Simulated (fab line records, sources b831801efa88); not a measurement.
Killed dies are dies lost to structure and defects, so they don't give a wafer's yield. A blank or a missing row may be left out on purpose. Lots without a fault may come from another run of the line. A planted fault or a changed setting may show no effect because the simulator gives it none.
Which tool did it? | flow gf180mcu | 14 lots, 42 wafers sampled, at 1 step of a route of 602

WHAT THE GAUGES READ, wafer by wafer
GF_M2_OVL_MEAS_15.
lot  | measured     | on         | M2_OVL (nm)
L750 | day 19 11:05 | overlay-01 | 5 -2 4
L751 | day 19 17:16 | overlay-01 | 2 -4 -6
L752 | day 20 06:40 | overlay-01 | -7 -5 -15
L753 | day 20 08:57 | overlay-02 | 1 1 0
L755 | day 21 06:10 | overlay-01 | -9 -9 -8
L754 | day 21 09:41 | overlay-02 | -8 -6 4
L763 | day 24 09:05 | overlay-02 | -2 3 -2
L764 | day 24 17:41 | overlay-02 | -1 -10 2
L765 | day 25 01:41 | overlay-02 | -1 -2 -2
L766 | day 25 02:49 | overlay-01 | -4 2 -3
L767 | day 25 13:25 | overlay-02 | 7 1 -1
L768 | day 25 20:20 | overlay-02 | 0 3 -2
L769 | day 26 02:15 | overlay-02 | -2 -4 -4
L771 | day 26 14:02 | overlay-01 | 0 2 -1

WHICH TOOL RAN EACH LOT (tool, then ch and the chambers of the sampled wafers, then the start)
The record holds no process step before these readings.

WHAT THE TOOLS THEMSELVES READ (means of the sampled wafers that have a number; where no wafer has one, the mark that the record gives instead)
The record holds no such reading with a usual standard deviation.

THE ANSWER, worked out from the rows above alone
Rule: what is usual is taken from the lots themselves. Put in order of their means at a reading, lots are off if they are a third of the lots or fewer, leave a main group of 4 or more, and stand apart from it by a gap of 3 or more times the standard deviation of the main group's means; of several such gaps the widest counts. A main group whose means are all the same, to the digits that the tables above print for the reading, isn't used. A lot without any number at a reading at which 4 lots or more have one is off too. The other lots that the step has rows for count as sound. The gauges are gone through in route order, then the tools' own readings, and for those a lot's mean is taken as printed above. The first step at which some lot is off is used, and at that step the reading that is off furthest; a lot without a number counts as furthest.
No lot is off at any reading shown: from this, nothing can be told.

WHAT THE SIMULATOR HAD PUT IN
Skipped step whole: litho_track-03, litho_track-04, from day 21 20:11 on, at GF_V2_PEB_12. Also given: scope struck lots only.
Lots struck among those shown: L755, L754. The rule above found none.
